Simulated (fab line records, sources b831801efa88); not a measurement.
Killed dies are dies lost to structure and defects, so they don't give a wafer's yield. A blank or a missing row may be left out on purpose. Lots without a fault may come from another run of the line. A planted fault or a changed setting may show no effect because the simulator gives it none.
Which tool did it? | flow gf180mcu | 6 lots, 18 wafers sampled, at 4 steps of a route of 602

WHAT THE GAUGES READ, wafer by wafer
GF_MIM_THK_MEAS_06.
lot  | measured     | on            | MIM_CVD_05_THK (nm)
L679 | day 25 09:05 | film_metro-03 | 42.4 42.3 42.9
L683 | day 26 23:28 | film_metro-01 | 42.0 42.3 42.6
L685 | day 27 20:09 | film_metro-03 | 42.0 41.4 42.2
L693 | day 29 23:16 | film_metro-01 | 51.4 41.8 42.4
L697 | day 31 01:10 | film_metro-03 | 41.4 42.7 42.3
L699 | day 31 10:55 | film_metro-04 | 41.1 41.6 42.1

WHICH TOOL RAN EACH LOT (tool, then ch and the chambers of the sampled wafers, then the start)
lot  | GF_V4_STRIP_18                       | GF_MIM_SPUTTER_01            | GF_MIM_CVD_05
L679 | plasma_asher-02 ch 0,1, day 25 07:35 | pvd_sputter-04, day 25 08:55 | pecvd-04 ch 0,1,2, day 25 09:02
L683 | plasma_asher-04 ch 0,1, day 26 21:59 | pvd_sputter-02, day 26 23:19 | pecvd-02 ch 0,1,2, day 26 23:26
L685 | plasma_asher-02 ch 0,1, day 27 18:40 | pvd_sputter-02, day 27 19:59 | pecvd-04 ch 0,1,2, day 27 20:07
L693 | plasma_asher-02 ch 0,1, day 29 21:41 | pvd_sputter-02, day 29 23:01 | pecvd-02 ch 0,1, day 29 23:08
L697 | plasma_asher-04 ch 0,1, day 30 23:39 | pvd_sputter-04, day 31 01:00 | pecvd-04 ch 0,1, day 31 01:07
L699 | plasma_asher-01 ch 0,1, day 31 09:25 | pvd_sputter-01, day 31 10:44 | pecvd-04 ch 0,2, day 31 10:52
- GF_V4_STRIP_18: strips in O2/N2.
- GF_MIM_SPUTTER_01: material TiN, target thk 30 nm, time 25 s.
- GF_MIM_CVD_05: deposits Si3N4, target thk 42 nm, time 29.086 s.

THE ANSWER, worked out from the rows above alone
Rule: what is usual is taken from the lots themselves. Put in order of their means at a reading, lots are off if they are a third of the lots or fewer, leave a main group of 4 or more, and stand apart from it by a gap of 3 or more times the standard deviation of the main group's means; of several such gaps the widest counts. A main group whose means are all the same, to the digits that the tables above print for the reading, isn't used. A lot without any number at a reading at which 4 lots or more have one is off too. The other lots that the step has rows for count as sound.
Off: L693, at GF_MIM_THK_MEAS_06 (MIM_CVD_05_THK). The main group: mean 42.1 nm, standard deviation 0.33.
A tool fits if, at a process step before that reading, it ran every lot that is off, and no sound lot after the first of them. The gauges at GF_MIM_THK_MEAS_06 are tried like those tools. Can't be told from this: 4 tools fit, plasma_asher-02 at GF_V4_STRIP_18, pvd_sputter-02 at GF_MIM_SPUTTER_01, pecvd-02 at GF_MIM_CVD_05, film_metro-01 at GF_MIM_THK_MEAS_06.

WHAT THE SIMULATOR HAD PUT IN
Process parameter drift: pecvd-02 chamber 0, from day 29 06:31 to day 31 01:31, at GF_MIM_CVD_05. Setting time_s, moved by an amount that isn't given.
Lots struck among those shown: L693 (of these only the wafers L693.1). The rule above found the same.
